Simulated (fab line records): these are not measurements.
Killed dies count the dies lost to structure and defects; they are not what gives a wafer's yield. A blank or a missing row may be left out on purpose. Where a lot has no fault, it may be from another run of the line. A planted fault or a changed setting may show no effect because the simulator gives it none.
fab line records	flow sky130
record: lots: 6	wafers: 18	lastDay: 50
route steps=708 shown VIA4@645 METAL5@661 PAD_OPEN@708
lots that met no fault: taken from a fault-free run of the same line
startH: hours from the record's first day to the start of the lot's first wafer shown	waitH: hours elapsed since this lot's preceding step	" the same as in the row above	L1.1+2: one row covering several wafers at once	- value missing, or start not given	* or withheld: withheld	< > ~ a bound
route shown NAME@n: names a module that has steps shown in the file, with the first one's number in the route	usual: average and standard deviation across the fault-free wafers	same: alike in all rows	chamber/n: place in a boat	sites: the reading at each site	_std_site: the values' standard deviation	_edge_site: outer sites' mean less inner sites'	radiusMm: how far each site lies from the wafer's centre	mask NAME#n: copy n	behind: tool/chamber where the wafer was last shaped	hold: why the lot went on hold/how many hours it stayed there/how the hold came to an end	device: which transistor (n, p or np) failed to switch	end of line: tests of these same wafers at the route's end	a step given without rows: its recipe and nothing more	killed: count of dies lost to structure and defects at first sort (not the wafer's yield)	map: the dies of a wafer, with x for killed, . for not killed, _ for no die there
set.NAME: the run value of the setting; set.NAME@STEP: its run value at that earlier step	model.NAME: the simulator's own value behind a step, which no gauge read
lots at some steps of the route; a table a step, a row a wafer
services: when a tool's chamber went out of use (startH, in hours from the record's first day, below 0 if earlier), for how many hours, and the reason
== steps ==
step: SKY_VIA4_COAT_06
recipe: resist: NOVOLAK	spinRpm: 3000	resistThkNm: 1140
step: SKY_VIA4_SOFTBAKE_07
recipe: tempC: 90	timeS: 60	resist: NOVOLAK
step: SKY_VIA4_EXPOSE_08
recipe: maskId: VIM4	na: 0.6	sourceShape: conventional	sigmaOuter: 0.6	polarization: unpolarized	targetCdNm: 800	doseMj: 132
step: SKY_VIA4_PEB_09
recipe: tempC: withheld	timeS: *	resist: NOVOLAK
step: SKY_VIA4_DEVELOP_10
recipe: resist: NOVOLAK	developer: TMAH	developTimeS: 60	devTempC: 23.76
step: SKY_VIA4_OVL_MEAS_11
usual: VIA4_OVL: -0.6/1.3
lot.wafer	tool	chamber	startH	waitH	VIA4_OVL[nm]
L189.3	overlay-01	-	1006.13	0.1	-0.3
L189.4	"	-	"	"	1.4
L189.5	"	-	"	"	0.3
L191.2	overlay-01	-	1012.12	0.1	-1.3
L191.4	"	-	"	"	-0.4
L191.6	"	-	"	"	-2.5
L197.1	overlay-02	-	1053.01	0.1	1.4
L197.2	"	-	"	"	1.3
L197.3	"	-	"	"	0.8
L199.2	overlay-01	-	1063.43	0.1	-2.2
L199.3	"	-	"	"	-0.2
L199.5	"	-	"	"	-0.9
L208.2	overlay-02	-	1116.33	0.1	0.2
L208.3	"	-	"	"	0.7
L208.6	"	-	"	"	0.3
L211.1	overlay-02	-	1134.12	0.1	-0.4
L211.3	"	-	"	"	-0.1
L211.5	"	-	"	"	1.1
step: SKY_VIA4_ETCH_12
recipe: target: SiO2	chemistry: C4F8/O2/Ar	stopOn: TiN	maskMaterial: NOVOLAK	sourceW: 1500	biasW: 1200	pressureMtorr: 40	c4f8FlowSccm: withheld	O2_flow_sccm: 6	Ar_flow_sccm: 300	timeS: withheld	targetDepthA: 5800
usual: biasW: 1200/3.8	oesProductAu: 0.926/0.0045
lot.wafer	tool	chamber	startH	waitH	biasW	oesProductAu
L189.3	rieDiel-02	0	1006.15	0.0	1199	0.934
L189.4	"	3	"	"	1199	0.919
L189.5	"	0	"	"	1200	0.931
L191.2	rieDiel-01	2	1012.15	0.0	1199	0.923
L191.4	"	1	"	"	1199	0.929
L191.6	"	3	"	"	1198	0.929
L197.1	rieDiel-01	1	1053.04	0.0	1200	0.929
L197.2	"	0	"	"	1194	0.921
L197.3	"	3	"	"	1206	0.935
L199.2	rieDiel-04	1	1063.46	0.0	1202	0.928
L199.3	"	3	"	"	1200	0.927
L199.5	"	1	"	"	1209	0.925
L208.2	rieDiel-02	2	1116.36	0.0	1198	0.928
L208.3	"	1	"	"	1201	0.923
L208.6	"	3	"	"	1196	0.922
L211.1	rieDiel-01	1	1134.15	0.0	1194	0.927
L211.3	"	0	"	"	1198	0.927
L211.5	"	1	"	"	1192	0.929
step: SKY_VIA4_STRIP_13
recipe: chemistry: O2/N2	powerW: 1400	pressureMtorr: 1500	platenTempC: withheld	o2FlowSccm: 3000	n2FlowSccm: 300	overashFraction: 0.5
usual: drypumpMotorCurrentA: 5.77/0.19	oesProductAu: 0.710/0.0042	stripTimeToEndpointS: 12.80/0.03
lot.wafer	tool	chamber	startH	waitH	drypumpMotorCurrentA	oesProductAu	rfHoursCounterH	stripTimeToEndpointS
L189.3	plasmaAsher-04	0	1006.26	-	5.63	0.705	-	12.76
L189.4	"	1	"	"	5.72	0.712	-	12.78
L189.5	"	1	"	"	5.64	0.709	-	12.83
L191.2	plasmaAsher-01	0	1012.22	-	6.00	0.704	115	12.80
L191.4	"	1	"	"	5.73	0.705	-	12.82
L191.6	"	1	"	"	5.76	0.706	-	12.82
L197.1	plasmaAsher-04	0	1053.12	-	5.64	0.705	32	12.80
L197.2	"	1	"	"	5.71	0.717	32	12.79
L197.3	"	0	"	"	5.65	0.706	-	12.76
L199.2	plasmaAsher-04	1	1063.54	-	5.69	0.706	34	12.77
L199.3	"	1	"	"	5.70	0.716	-	12.80
L199.5	"	0	"	"	5.64	0.708	-	12.78
L208.2	plasmaAsher-02	0	1116.44	-	6.09	0.706	68	12.83
L208.3	"	1	"	"	5.47	0.714	-	12.81
L208.6	"	0	"	"	6.08	0.711	-	12.79
L211.1	plasmaAsher-02	0	1134.22	-	6.09	0.709	69	12.83
L211.3	"	0	"	"	6.09	0.707	-	12.80
L211.5	"	1	"	"	5.49	0.703	-	12.81
step: SKY_VIA4_STRIP_14
recipe: chemistry: postEtchResidueRemover	timeS: 1200	tempC: 72.5
step: SKY_VIA4_CLEAN_15
recipe: chemistry: IPA	timeS: 180	tempC: 25
step: SKY_VIA4_CLEAN_16
recipe: chemistry: O3/DIW	dry: n2Spin
step: SKY_VIA4_SPUTTER_17
recipe: material: TiN	targetThkNm: 20	chamberPressurePa: 5	powerW: 4000	timeS: 80
usual: throttleValvePct: 30.2/1.2
lot.wafer	tool	chamber	startH	waitH	throttleValvePct
L189.3	pvdSputter-03	-	1006.81	0.0	31.6
L189.4	"	-	"	"	29.3
L189.5	"	-	"	"	29.2
L191.2	pvdSputter-03	-	1012.81	0.0	29.1
L191.4	"	-	"	"	30.9
L191.6	"	-	"	"	31.5
L197.1	pvdSputter-04	-	1053.71	0.0	29.2
L197.2	"	-	"	"	30.4
L197.3	"	-	"	"	31.2
L199.2	pvdSputter-02	-	1064.17	0.0	29.7
L199.3	"	-	"	"	32.4
L199.5	"	-	"	"	29.7
L208.2	pvdSputter-03	-	1117.06	0.0	29.5
L208.3	"	-	"	"	29.1
L208.6	"	-	"	"	30.7
L211.1	pvdSputter-02	-	1134.86	0.0	28.5
L211.3	"	-	"	"	29.3
L211.5	"	-	"	"	28.6
step: SKY_VIA4_CVD_18
recipe: material: W	targetThkNm: 505	timeS: 152.14	tempC: 400	pressureTorr: 40
usual: heaterPowerW: 870/100	susceptorTempC: 399.97/0.2
lot.wafer	tool	chamber	startH	waitH	heaterPowerW	susceptorTempC	model.W_of_VIA4_CVD_18.thkNm
L189.3	cvdW-01	0	1006.93	0.1	847	399.87	509.3
L189.4	"	1	"	"	976	399.83	501.9
L189.5	"	1	"	"	976	399.87	510
L191.2	cvdW-02	0	1012.88	0.0	696	399.80	515.8
L191.4	"	0	"	"	694	399.46	512.8
L191.6	"	0	"	"	698	399.50	511
L197.1	cvdW-02	1	1053.77	0.0	821	387.40	410.3
L197.2	"	0	"	"	655	387.68	403.8
L197.3	"	0	"	"	642	387.39	407.3
L199.2	cvdW-02	0	1064.23	0.0	636	387.46	403.5
L199.3	"	1	"	"	833	387.44	396.8
L199.5	"	1	"	"	833	387.45	400.3
L208.2	cvdW-01	0	1117.12	0.0	837	399.84	513.9
L208.3	"	1	"	"	970	400.24	515.8
L208.6	"	1	"	"	998	399.93	505.2
L211.1	cvdW-01	1	1134.92	0.0	956	400.13	506.8
L211.3	"	0	"	"	838	400.29	512.8
L211.5	"	1	"	"	983	400.23	506.3
step: SKY_VIA4_RS_MEAS_19
recipe: thkMeasGauge: four-point-probe	reads: W_of_VIA4_CVD_18+TiN_of_VIA4_SPUTTER_17
usual: VIA4_W_RS: 0.2247/0.0019
lot.wafer	tool	chamber	startH	waitH	VIA4_W_RS[ohm/sq]
L189.3	filmMetro-04	-	1007.07	0.1	0.2241
L189.4	"	-	"	"	0.2278
L189.5	"	-	"	"	0.2237
L191.2	filmMetro-04	-	1013.05	0.1	0.2217
L191.4	"	-	"	"	0.2230
L191.6	"	-	"	"	0.2241
L197.1	filmMetro-04	-	1053.92	0.1	0.2794
L197.2	"	-	"	"	0.2842
L197.3	"	-	"	"	0.2813
L199.2	filmMetro-04	-	1064.40	0.1	0.2840
L199.3	"	-	"	"	0.2885
L199.5	"	-	"	"	0.2859
L208.2	filmMetro-04	-	1117.29	0.1	0.2226
L208.3	"	-	"	"	0.2220
L208.6	"	-	"	"	0.2264
L211.1	filmMetro-04	-	1135.07	0.1	0.2255
L211.3	"	-	"	"	0.2227
L211.5	"	-	"	"	0.2263
step: SKY_VIA4_THK_MEAS_20
recipe: thkMeasGauge: xrf	reads: W_of_VIA4_CVD_18
usual: VIA4_W_THK: 509/6.2
lot.wafer	tool	chamber	startH	waitH	VIA4_W_THK[nm]
L189.3	filmMetro-04	-	1007.17	0.1	504
L189.4	"	-	"	"	496
L189.5	"	-	"	"	507
L191.2	filmMetro-04	-	1013.16	0.1	515
L191.4	"	-	"	"	509
L191.6	"	-	"	"	511
L197.1	filmMetro-04	-	1054.04	0.1	406
L197.2	"	-	"	"	401
L197.3	"	-	"	"	401
L199.2	filmMetro-04	-	1064.51	0.1	398
L199.3	"	-	"	"	394
L199.5	"	-	"	"	397
L208.2	filmMetro-04	-	1117.40	0.1	511
L208.3	"	-	"	"	516
L208.6	"	-	"	"	503
L211.1	filmMetro-04	-	1135.19	0.1	507
L211.3	"	-	"	"	513
L211.5	"	-	"	"	508
step: SKY_VIA4_CMP_21
recipe: stopOn: SiO2	tOverpolishS: 25	downForcePsi: 3.5	platenRpm: 60	targetThkNm: 0	padVelocityMS: 0.94248
usual: headPressurePsi: 3.500/0.0071	motorCurrentA: 11.6/1.1	slurryFilterDpKPa: 13.50/0.13	slurryFlowMlMin: 150.0/0.47	timeToEndpointS: 125/4.8
lot.wafer	tool	chamber	startH	waitH	headPressurePsi	motorCurrentA	slurryFilterDpKPa	slurryFlowMlMin	timeToEndpointS
L189.4	cmp-01	0	1007.26	0.1	3.509	10.4	13.59	150.0	128
L189.3	"	1	"	"	3.499	11.5	13.63	150.5	131
L189.5	"	0	"	"	3.509	9.7	13.56	149.6	133
L191.4	cmp-01	2	1013.21	0.0	3.510	13.3	13.62	149.6	124
L191.2	"	3	"	"	3.499	10.8	13.87	150.7	132
L191.6	"	3	"	"	3.497	10.8	13.61	149.9	129
L197.2	cmp-02	0	1054.10	0.0	3.514	11.2	13.53	149.5	98
L197.3	"	1	"	"	3.482	11.8	13.34	150.5	97
L197.1	"	2	"	"	3.501	11.7	13.54	150.0	90
L199.2	cmp-02	0	1064.61	0.1	3.502	10.8	13.51	150.3	101
L199.3	"	1	"	"	3.500	12.4	13.44	151.0	98
L199.5	"	3	"	"	3.492	13.0	13.65	150.5	107
L208.3	cmp-01	0	1117.55	0.1	3.508	10.3	13.68	149.6	127
L208.2	"	1	"	"	3.505	11.7	13.34	150.5	126
L208.6	"	2	"	"	3.504	13.0	13.53	149.6	122
L211.3	cmp-02	3	1135.25	0.0	3.494	13.3	13.43	150.0	129
L211.1	"	0	"	"	3.501	11.8	13.48	150.4	125
L211.5	"	0	"	"	3.500	11.5	13.30	150.5	120
step: SKY_METAL5_SPUTTER_00
recipe: material: Ti	targetThkNm: 15	powerW: 3000	timeS: 10	chamberPressurePa: 0.4
usual: throttleValvePct: 30.3/1.2
lot.wafer	tool	chamber	startH	waitH	throttleValvePct
L189.3	pvdSputter-04	-	1007.51	0.1	29.1
L189.4	"	-	"	"	30.9
L189.5	"	-	"	"	30.7
L191.2	pvdSputter-04	-	1013.51	0.2	29.2
L191.4	"	-	"	"	31.3
L191.6	"	-	"	"	29.3
L197.1	pvdSputter-04	-	1054.40	0.1	30.7
L197.2	"	-	"	"	29.1
L197.3	"	-	"	"	29.2
L199.2	pvdSputter-04	-	1064.86	0.2	30.9
L199.3	"	-	"	"	31.2
L199.5	"	-	"	"	29.0
L208.2	pvdSputter-02	-	1117.75	0.1	30.1
L208.3	"	-	"	"	32.3
L208.6	"	-	"	"	29.5
L211.1	pvdSputter-04	-	1135.55	0.2	29.5
L211.3	"	-	"	"	31.5
L211.5	"	-	"	"	31.1
step: SKY_PAD_OPEN_PROBE_99
usual: defectLimitedYield: 82.6/2	killed_at_M0_to_M3: 43/7.1	killed_at_M4_up: 3.0/1.9	killedAtContacts: 24/5	killedAtFrontEnd: 15/4.3	killedAtOther: 0.3/0.5	killedDies: 85/9.6	killedOpen: 46/7.1	killedShort: 39/6.8	sort_bin_3_pad_short: 0.9/0.42	sort_bin_5_function: 10.2/1.4	sort_bin_6_memory: 6.3/1.2	sortNPass: 407/9.6	sortYieldPct: 82.6/2
same: grossDies: 492	killedAtBackSide: 0	sort_bin_4_leakage[%]: 0	sort_bin_8_speed[%]: 0
lot.wafer	tool	chamber	startH	waitH	defectLimitedYield[%]	killed_at_M0_to_M3	killed_at_M4_up	killedAtContacts	killedAtFrontEnd	killedAtOther	killedDies	killedOpen	killedShort	sort_bin_3_pad_short[%]	sort_bin_5_function[%]	sort_bin_6_memory[%]	sortNPass	sortYieldPct[%]
L189.3	prober-02	-	1076.91	0.2	79.9	44	2	35	17	1	99	56	43	0.8	11.2	8.1	393	79.9
L189.4	prober-02	-	1076.96	0.2	79.9	55	2	29	13	0	99	55	44	1.6	10.8	7.7	393	79.9
L189.5	prober-02	-	1077.01	0.2	83.7	35	0	26	19	0	80	53	27	1.2	10.6	4.5	412	83.7
L197.1	prober-02	-	1119.45	0.1	81.5	43	2	27	19	0	91	51	40	0.8	12.8	4.9	401	81.5
L197.2	prober-02	-	1119.50	0.1	78.3	52	5	31	19	0	107	52	55	0.8	13.2	7.7	385	78.3
L197.3	prober-02	-	1119.55	0.2	85.8	40	3	17	10	0	70	38	32	0	9.3	4.9	422	85.8
killed by level:class
L189.3 CONTACT:geometricParticle:open=15 VIA1:geometricParticle:open=12 LOCAL_INTERCONNECT:geometricParticle:short=6 LI_CONTACT:geometricParticle:open=6 VIA1:geometricParticle:short=6 POLY_GATE:geometricParticle:open=5 CONTACT:geometricParticle:short=5 VIA3:geometricParticle:open=5
L189.4 CONTACT:geometricParticle:open=12 VIA1:geometricParticle:open=10 LI_CONTACT:geometricParticle:open=8 VIA3:geometricParticle:open=7 VIA1:geometricParticle:short=7 VIA2:geometricParticle:open=6 METAL2:geometricParticle:short=6 POLY_GATE:geometricParticle:open=5
L189.5 CONTACT:geometricParticle:open=12 LI_CONTACT:geometricParticle:open=9 METAL1:geometricParticle:short=7 POLY_GATE:geometricParticle:open=6 VIA1:geometricParticle:open=6 VIA2:geometricParticle:open=6 VIA3:geometricParticle:open=6 FIELD_ISO:geometricParticle:short=5
L197.1 VIA1:geometricParticle:open=12 CONTACT:geometricParticle:open=9 CONTACT:geometricParticle:short=7 METAL2:geometricParticle:short=6 VIA2:geometricParticle:short=6 VIA3:geometricParticle:open=6 POLY_GATE:geometricParticle:open=5 LI_CONTACT:geometricParticle:open=5
L197.2 VIA1:geometricParticle:open=13 VIA3:geometricParticle:open=12 LOCAL_INTERCONNECT:geometricParticle:short=10 LI_CONTACT:geometricParticle:open=8 VIA1:geometricParticle:short=7 FIELD_ISO:geometricParticle:short=6 POLY_GATE:geometricParticle:short=6 METAL1:geometricParticle:short=6
L197.3 VIA1:geometricParticle:open=13 CONTACT:geometricParticle:open=7 METAL2:geometricParticle:short=7 FIELD_ISO:geometricParticle:short=5 LI_CONTACT:geometricParticle:open=5 CONTACT:geometricParticle:short=4 METAL1:geometricParticle:short=3 VIA2:geometricParticle:short=3
== services ==
tool	chamber	startH	hours	kind
cvdW-02	-	983.13	0.5	repair
cmp-02	-	984.77	1.3	repair
rieDiel-01	2	992.17	2.5	repair
rieDiel-01	-	1014.83	4.3	pm
cvdW-02	1	1027.36	10.2	repair
rieDiel-02	-	1035.33	1.6	repair
rieDiel-04	0	1038.97	2.7	repair
cmp-02	-	1047.81	0.7	repair
cvdW-01	-	1048.42	1.5	repair
plasmaAsher-01	-	1055.25	9.0	pm
pvdSputter-02	-	1071.34	1.6	repair
rieDiel-02	-	1072.22	6.1	repair
rieDiel-01	2	1074.59	98.9	repair
pvdSputter-04	-	1083.81	2.2	repair
cmp-01	-	1084.43	4.0	pm
rieDiel-04	-	1093.69	0.4	repair
cvdW-02	0	1097.62	9.0	repair
plasmaAsher-04	-	1101.57	0.6	repair
pvdSputter-03	-	1109.78	2.4	repair
cvdW-02	-	1115.38	2.8	pm
rieDiel-01	-	1118.92	2.8	pm
pvdSputter-03	-	1124.72	3.8	repair
cmp-02	-	1127.17	0.7	repair
cvdW-02	1	1128.38	20.2	repair
== key ==
firstSign: step: SKY_VIA4_CVD_18	reading: susceptorTempC	direction: down	sigmas: 63	usual: *	struck: *
effect: step: SKY_VIA4_RS_MEAS_19	reading: VIA4_W_RS	direction: up	sigmas: 32	usual: 0.2247	struck: 0.2839
effect: step: SKY_VIA4_THK_MEAS_20	reading: VIA4_W_THK	direction: down	sigmas: 18	usual: 509	struck: 400
effect: step: SKY_VIA4_CMP_21	reading: timeToEndpointS	direction: down	sigmas: 5.5	usual: *	struck: *
modelEffect: step: SKY_VIA4_CVD_18	value: W_of_VIA4_CVD_18.thkNm	without: 507.4	struck: 403.7
metAt SKY_VIA4_CVD_18
struckWafers L197.1,L197.2,L197.3,L199.2,L199.3,L199.5
onsetBetween 1012.88 1053.77
fault: kind: processParameterDrift	tool: cvdW-02	chamber: -	onsetH: 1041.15	steps: SKY_VIA4_CVD_18	channel: tempC	offset: *	shape: step	endH: 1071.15	actsIn: *	stated: *
